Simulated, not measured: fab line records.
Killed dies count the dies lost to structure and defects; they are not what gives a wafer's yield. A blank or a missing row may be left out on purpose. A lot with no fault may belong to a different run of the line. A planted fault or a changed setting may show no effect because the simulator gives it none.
The tool behind it: which one? ; flow sky130 ; 29 wafers from 10 lots sampled at 4 of the route's 708 steps

== WHAT THE GAUGES READ, wafer by wafer ==
SKY_LOCAL_INTERCONNECT_RS_MEAS_01: measurement is done with a four-point probe.
lot;measured;on;LOCAL_INTERCONNECT_TIN_RS (ohm/sq)
L675;day 31 06:31;film metro-04;14.00 14.04 14.05
L677;day 31 11:04;film metro-03;14.12 14.33 14.15
L678;day 31 17:31;film metro-03;14.29 14.24 14.14
L680;day 32 05:35;film metro-03;14.46 13.99 14.28
L685;day 34 00:38;film metro-04;11.02 14.26 13.99
L686;day 34 10:13;film metro-02;10.93 14.11
L689;day 35 02:38;film metro-03;14.46 14.45 14.39
L692;day 36 09:02;film metro-04;14.10 13.96 14.11
L693;day 36 11:49;film metro-03;14.10 14.14 14.19
L695;day 36 22:41;film metro-03;14.44 13.98 14.16

== EACH LOT AND THE TOOL THAT RAN IT (in order: tool; ch and the chambers of the sampled wafers; start) ==
lot;SKY_LDD_HVP_STRIP_09;SKY_LDD_LDN_STRIP_12;SKY_LOCAL_INTERCONNECT_SPUTTER_00
L675;plasma asher-04 ch 0,1, day 23 17:33;plasma asher-01 ch 1, day 25 00:18;pvd sputter-03, day 31 06:28
L677;plasma asher-04 ch 0,1, day 23 22:01;plasma asher-01 ch 0,1, day 25 04:44;pvd sputter-02, day 31 10:59
L678;plasma asher-02 ch 0,1, day 24 03:30;plasma asher-03 ch 1, day 25 10:50;pvd sputter-01, day 31 17:28
L680;plasma asher-03 ch 0,1, day 24 16:46;plasma asher-01 ch 0,1, day 25 23:32;pvd sputter-01, day 32 05:30
L685;plasma asher-02 ch 0,1, day 26 16:37;plasma asher-04 ch 0,1, day 27 22:44;pvd sputter-03, day 34 00:34
L686;plasma asher-02 ch 0,1, day 27 02:04;plasma asher-01 ch 0,1, day 28 08:03;pvd sputter-03, day 34 10:09
L689;plasma asher-04 ch 0,1, day 27 21:51;plasma asher-01 ch 0,1, day 29 03:12;pvd sputter-01, day 35 02:33
L692;plasma asher-03 ch 0,1, day 29 05:04;plasma asher-04 ch 0,1, day 30 09:46;pvd sputter-02, day 36 08:55
L693;plasma asher-03 ch 0,1, day 29 11:17;plasma asher-03 ch 0,1, day 30 16:22;pvd sputter-01, day 36 11:43
L695;plasma asher-04 ch 0,1, day 29 20:13;plasma asher-04 ch 0,1, day 31 01:06;pvd sputter-01, day 36 22:37
- SKY_LDD_HVP_STRIP_09: strips in O2/N2.
- SKY_LDD_LDN_STRIP_12: strips in O2/N2.
- SKY_LOCAL_INTERCONNECT_SPUTTER_00: material TiN, target thk 100 nm, time 83.3 s.

== THE ANSWER, worked out from the rows above alone ==
Rule: the usual values come from the lots themselves. Put in order of their means at a reading, lots are off if they are a third of the lots or fewer, leave a main group of 4 or more, and stand apart from it by a gap of 3 or more times the standard deviation of the main group's means; of several such gaps the widest counts. The tables above print the reading to a certain number of digits; a main group whose means all agree to those digits is not used. Also off: a lot with no number at a reading for which 4 or more lots have one. Where the step has rows for the other lots, those lots are counted as sound.
Off: at SKY_LOCAL_INTERCONNECT_RS_MEAS_01 (LOCAL_INTERCONNECT_TIN_RS), L685, L686. The main group has a mean of 14.19 ohm/sq with a standard deviation of 0.12.
A tool fits if, at a process step before that reading, it ran every lot that is off, and no sound lot after the first of them. Gauges at SKY_LOCAL_INTERCONNECT_RS_MEAS_01: tried the same way as those tools. 2 tools fit, plasma asher-02 at SKY_LDD_HVP_STRIP_09 and pvd sputter-03 at SKY_LOCAL_INTERCONNECT_SPUTTER_00, so this cannot tell which one it is.

== WHAT HAD BEEN PUT IN BY THE SIMULATOR ==
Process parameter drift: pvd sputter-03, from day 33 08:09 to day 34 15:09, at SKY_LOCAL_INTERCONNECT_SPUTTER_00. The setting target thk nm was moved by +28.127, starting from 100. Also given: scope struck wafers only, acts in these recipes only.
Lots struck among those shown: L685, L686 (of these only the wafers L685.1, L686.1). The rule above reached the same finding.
